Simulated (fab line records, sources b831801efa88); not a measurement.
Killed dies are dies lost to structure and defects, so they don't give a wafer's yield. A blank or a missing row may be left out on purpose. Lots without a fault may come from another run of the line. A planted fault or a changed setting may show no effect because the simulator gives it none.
Chamber matching | flow gf180mcu | GF_V1_CMP_04 on cmp-02: 4 sister chambers
The step polishes SiO2. 4 wafers are shown with their chamber, then 7 later ones without.

WAFERS WITH THEIR CHAMBER
wafer  | chamber | motor_current_A (A)
L618.3 | 3       | 10.8
L624.3 | 1       | 11.5
L635.3 | 2       | 15.8
L635.4 | 0       | 10.8

WAFERS WITHOUT THEIR CHAMBER
wafer  | motor_current_A (A)
L635.6 | 11.6
L636.2 | 11.6
L636.3 | 11.3
L636.6 | 11.8
L637.1 | 12.0
L637.2 | 11.0
L637.3 | 11.7

WHICH CHAMBER EACH WENT THROUGH
wafer  | from the rows above          | in truth
L635.6 | 1                            | 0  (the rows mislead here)
L636.2 | 1                            | 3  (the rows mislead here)
L636.3 | can't be placed: 1 or 0 or 3 | 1
L636.6 | 1                            | 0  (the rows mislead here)
L637.1 | 1                            | 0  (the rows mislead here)
L637.2 | can't be placed: 0 or 3 or 1 | 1
L637.3 | 1                            | 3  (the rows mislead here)
Placed correctly: 0 of 7. Can't be placed from these rows: 2 (the true chamber is among the candidates in 2). Placed wrongly: 5.
How it was worked out, from the rows above alone: a wafer's distance from a chamber is the root of the sum, over the readings, of the square of ((its reading less the chamber's mean) divided by the reading's scatter). The wafer belongs to the nearest chamber; if the next one is less than 2 further off, it can't be placed. A chamber's mean is the mean of its shown wafers. The scatter: with one shown wafer a chamber, the root of the mean of the squares of how far each hidden wafer lies from its nearest shown one.
